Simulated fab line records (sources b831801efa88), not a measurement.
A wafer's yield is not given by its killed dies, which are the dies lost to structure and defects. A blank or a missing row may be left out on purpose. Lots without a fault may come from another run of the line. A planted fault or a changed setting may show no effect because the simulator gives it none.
A lot that was struck, set against a sound lot | flow sky130 | 23 out of 708 route steps
Sound: the wafers L588.2, L588.5, L588.6. Wafers L602.1, L602.2, L602.5 were the ones struck. The cause is named last.
For every step that has rows: the tool of each side, followed by ch and its chambers, followed by its first start. Under that, the readings that differ: sound wafers | struck wafers | difference of the means | sigmas: that difference in standard deviations of wafers without a fault.
alike: a reading whose means differ by less than 2 such deviations, as well as words and numbers matching on both sides. not compared: withheld readings; readings where some wafer has no value; bounds like >300 that might hide an equal value; numbers whose values overlap and for which the record gives no deviation.
Wherever a step has rows on one side only, a row that says differs or no value, or a row with sigmas, the two part there. When numbers do not overlap yet have no deviation, they are printed without sigmas and do not part them. A reading that every wafer of one side lacks parts them only if that side has two wafers or more.

first, 8 steps without rows for these wafers: SKY_RES_XHIGH_DEHYDRATE_00 (time 60 s); SKY_RES_XHIGH_HMDS_01 (prime time 60 s); SKY_RES_XHIGH_COAT_02 (resist thk 1140 nm); SKY_RES_XHIGH_SOFTBAKE_03 (time 60 s); SKY_RES_XHIGH_EXPOSE_04 (exposes mask URPM, target cd 1270 nm); SKY_RES_XHIGH_PEB_05; SKY_RES_XHIGH_DEVELOP_06 (develop time 60 s); SKY_RES_XHIGH_IMPLANT_07.
SKY_RES_XHIGH_STRIP_08: strips in O2/N2.
  sound on plasma asher-01 ch 0,1, day 26 14:23; struck on plasma asher-03 ch 0,1, day 31 13:03
  reading                      | sound             | struck            | difference | sigmas
  strip time to endpoint s (s) | 14.31 14.33 14.33 | 14.24 14.20 14.22 | -0.10      | -3
  alike: drypump motor current A, oes product au
  not compared: rf hours counter h
SKY_RES_XHIGH_TW_MEAS_09:
  sound: film metro-01 at day 26 14:30; struck: film metro-04 at day 31 13:09
  alike: RES_XHIGH_TW
then, 2 steps without rows for these wafers: SKY_SD_N_DEHYDRATE_00 (time 60 s); SKY_SD_N_HMDS_01 (prime time 60 s).
SKY_SD_N_COAT_02: resist thk 1140 nm.
  sound on litho track-02 ch 0, day 27 04:26; struck on litho track-03 ch 0, day 32 02:39
  reading                                   | sound          | struck         | difference | sigmas
  dispense pressure kPa (kPa)               | 53.4 53.5 53.5 | 50.0 50.0 50.0 | -3.5       | -2
  model.NOVOLAK_of_SD_N_COAT_02.thk nm (nm) | 1141 1144 1139 | 1099 1098 1099 | -43        |
then, 3 steps without rows for these wafers: SKY_SD_N_SOFTBAKE_03 (time 60 s); SKY_SD_N_EXPOSE_04 (exposes mask NSDM, target cd 380 nm); SKY_SD_N_PEB_05.
SKY_SD_N_DEVELOP_06: develop time 60 s.
  sound on litho track-01 ch 0, day 27 19:25; struck on litho track-01 ch 0, day 32 16:09
  reading                                   | sound          | struck         | difference | sigmas
  model.NOVOLAK_of_SD_N_COAT_02.thk nm (nm) | 1141 1144 1138 | 1098 1098 1099 | -43        |
SKY_SD_N_CD_MEAS_07: the cd target is 380 nm.
  sound: cd sem-01 at day 27 19:34; struck: cd sem-01 at day 32 16:18
  alike: cd nm
SKY_SD_N_OVL_MEAS_08:
  sound: overlay-02 at day 27 19:40; struck: overlay-02 at day 32 16:25
  alike: SD_N_OVL
then, 2 steps without rows for these wafers: SKY_SD_N_IMPLANT_09; SKY_SD_N_IMPLANT_10.
SKY_SD_N_STRIP_11: strips in O2/N2.
  sound on plasma asher-02 ch 0,1, day 27 20:00; struck on plasma asher-02 ch 0,1, day 32 16:45
  reading                      | sound             | struck            | difference | sigmas
  strip time to endpoint s (s) | 22.59 22.62 22.56 | 22.06 22.04 22.09 | -0.53      | -13
  alike: drypump motor current A, oes product au
  not compared: rf hours counter h
SKY_SD_N_TW_MEAS_12:
  sound: film metro-02 at day 27 20:07; struck: film metro-04 at day 32 16:51
  reading | sound          | struck         | difference | sigmas
  SD_N_TW | 4034 4049 4060 | 3961 3969 3971 | -81        | -3

WHERE THEY PART
At SKY_RES_XHIGH_STRIP_08 first; at SKY_SD_N_TW_MEAS_12 last (within this record only).

WHY: what the simulator had put in
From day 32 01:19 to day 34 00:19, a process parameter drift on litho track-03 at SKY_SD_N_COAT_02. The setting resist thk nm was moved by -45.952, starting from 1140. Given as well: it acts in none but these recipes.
